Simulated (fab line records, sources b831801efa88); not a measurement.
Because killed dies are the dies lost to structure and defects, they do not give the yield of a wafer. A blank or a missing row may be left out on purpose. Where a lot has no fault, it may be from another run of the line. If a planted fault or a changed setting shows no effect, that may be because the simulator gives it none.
The tool behind it: which one? | flow gf180mcu | 6 lots with 18 wafers sampled at 3 steps, on a route of 602 steps

## WHAT EACH GAUGE READ, for each wafer
GF_HV_LDD_TW_MEAS_38.
lot  | measured     | on            | HV_LDD_3_TW
L692 | day 12 11:24 | film-metro-01 | 1418 1420 1415
L695 | day 13 06:48 | film-metro-03 | 1453 1448 1454
L699 | day 14 08:49 | film-metro-01 | 1349 1348 1347
L709 | day 17 19:01 | film-metro-01 | 1412 1416 1420
L711 | day 18 10:47 | film-metro-03 | 1453 1453 1456
L713 | day 19 00:43 | film-metro-01 | 1414 1410 1417

## EACH LOT AND THE TOOL THAT RAN IT (in order: tool; ch and the chambers of the sampled wafers; start)
lot  | GF_HV_LDD_STRIP_22                   | GF_HV_LDD_IMPLANT_33
L692 | plasma-asher-01 ch 0,1, day 11 16:05 | implanter-02 ch 0, day 12 10:44
L695 | plasma-asher-03 ch 0,1, day 12 10:16 | implanter-02 ch 0, day 13 06:06
L699 | plasma-asher-02 ch 0,1, day 13 11:47 | implanter-02 ch 0, day 14 08:09
L709 | plasma-asher-03 ch 0,1, day 16 19:11 | implanter-02 ch 0, day 17 18:21
L711 | plasma-asher-02 ch 0, day 17 10:20   | implanter-03 ch 0, day 18 10:05
L713 | plasma-asher-01 ch 0,1, day 18 00:17 | implanter-02 ch 0, day 19 00:02
- GF_HV_LDD_STRIP_22: strips in O2/N2.
- GF_HV_LDD_IMPLANT_33

## THE ANSWER, worked out from the rows above alone
Rule: what is usual is taken from the lots themselves. Put in order of their means at a reading, lots are off if they are a third of the lots or fewer, leave a main group of 4 or more, and stand apart from it by a gap of 3 or more times the standard deviation of the main group's means; of several such gaps the widest counts. The tables above print the reading to a certain number of digits; a main group whose means all agree to those digits is not used. A lot without any number at a reading at which 4 lots or more have one is off too. The other lots that the step has rows for count as sound.
Off: L699, seen at GF_HV_LDD_TW_MEAS_38 (HV_LDD_3_TW). The main group: mean 1431, standard deviation 18.
A tool fits if, at a process step before that reading, it ran every lot that is off, and no sound lot after the first of them. Those tools and the gauges at GF_HV_LDD_TW_MEAS_38 are tried in the same way. No candidate that was tried fits.

## WHAT WAS PUT IN BY THE SIMULATOR
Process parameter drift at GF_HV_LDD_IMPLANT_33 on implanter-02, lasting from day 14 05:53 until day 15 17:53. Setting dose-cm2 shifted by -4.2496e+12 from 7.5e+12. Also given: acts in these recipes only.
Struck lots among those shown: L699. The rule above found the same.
